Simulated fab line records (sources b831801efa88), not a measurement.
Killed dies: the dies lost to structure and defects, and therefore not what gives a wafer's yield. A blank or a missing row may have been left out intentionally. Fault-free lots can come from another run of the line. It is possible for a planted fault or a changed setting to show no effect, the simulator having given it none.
Split-lot experiment -- flow gf180mcu -- 23 wafers read from 5 lots, route of 602 steps

== ABOUT THE SPLIT ==
At GF_V4_CVD_00 (deposits SiO2, target thk 600 nm, time 100 s), the setting sih4FlowSccm was moved away from the recipe's 60 sccm on 5 of the 23 wafers read, by -13.6% to -6.6%. All remaining wafers had this setting at the recipe value.

The file shows no step between the split and the reading.

== THE READING ==
V4_CVD_00_THK, in nm, at GF_V4_THK_MEAS_01. Typical for fault-free wafers on this fab line: 604 nm, with standard deviation 5.2 nm.

wafer,"tool, chamber at the split","sih4FlowSccm as run, sccm",against the recipe,"V4_CVD_00_THK, nm",against lot-mates on the recipe
L074.1,"hdpcvd-02, 2",60,recipe,600,-
L074.3,"hdpcvd-02, 1",60,recipe,597,-
L074.4,"hdpcvd-02, 2",60,recipe,603,-
L074.5,"hdpcvd-02, 1",60,recipe,599,-
L074.6,"hdpcvd-02, 0",60,recipe,605,-
L076.1,"hdpcvd-02, 2",60,recipe,604,-
L076.2,"hdpcvd-02, 0",60,recipe,599,-
L076.3,"hdpcvd-02, 1",56.05,-6.6%,557,-43
L076.5,"hdpcvd-02, 1",60,recipe,597,-
L076.6,"hdpcvd-02, 0",56.05,-6.6%,562,-38
L078.1,"hdpcvd-01, 0",51.81,-13.6%,530,-78
L078.2,"hdpcvd-01, 2",51.81,-13.6%,526,-82
L078.3,"hdpcvd-01, 1",60,recipe,609,-
L078.4,"hdpcvd-01, 0",51.81,-13.6%,526,-82
L078.5,"hdpcvd-01, 2",60,recipe,608,-
L083.1,"hdpcvd-01, 0",60,recipe,610,-
L083.2,"hdpcvd-01, 2",60,recipe,615,-
L083.3,"hdpcvd-01, 1",60,recipe,602,-
L083.4,"hdpcvd-01, 1",60,recipe,608,-
L083.6,"hdpcvd-01, 2",60,recipe,608,-
L084.1,"hdpcvd-01, 2",60,recipe,607,-
L084.4,"hdpcvd-01, 2",60,recipe,608,-
L084.6,"hdpcvd-01, 1",60,recipe,595,-

FIT RESULTS
A straight line over all 23 wafers: V4_CVD_00_THK changes by +5.75 nm for each +1% of sih4FlowSccm; r = +0.98; the points scatter about the line by 5.5 nm.
The same after taking each lot's own level away (the mean of its wafers on the recipe; 23 wafers): +5.97 nm for each +1%; r = +0.99; scatter 3.7 nm.
The reading moves by 81 nm for the largest change in sih4FlowSccm, on that fit.
The lots' own levels span 600.0 to 608.6 nm, that is 1.7 times the standard deviation above.
Consequently the slope shifts little with the lot-to-lot level, the two slopes agreeing.
Check: -82.8 nm against its lot-mates is what the line predicts for one of the wafers moved furthest among these (-13.6%) when that wafer is left out of the fit. Against them it came out at -78.5 nm.

== THESE WAFERS: OTHER SPLITS ==
Note: prior to the reading, these wafers also went through further splits. Each is held against what the fit with the lots' levels taken away leaves over:
other split on the same wafers,wafers away from the commonest value,r with V4_CVD_00_THK (lot level and that fit taken away)
GF_V3_ETCH_17 sourceW,10,+0.07
GF_M4_SPUTTER_03 powerW,11,-0.04
GF_M4_STRIP_17 pressureMtorr,15,+0.04

== THE WHOLE CHAIN: every reading that the file lists as answering this split, in the file's order ==
step,what it does,reading,change (the file's fit),r (the file's)
GF_V4_CVD_00,"deposits SiO2, target thk 600 nm, time 100 s","SiO2_of_V4_CVD_00.thkNm (the simulator's own value, which no gauge read)",+5.98 nm for each +1% of the setting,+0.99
GF_V4_THK_MEAS_01,,V4_CVD_00_THK,+5.99 for each +1% of the setting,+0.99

== THE FILE'S OWN FIT ==
V4_CVD_00_THK changes by +5.99 nm for each +1% of sih4FlowSccm, r = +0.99.
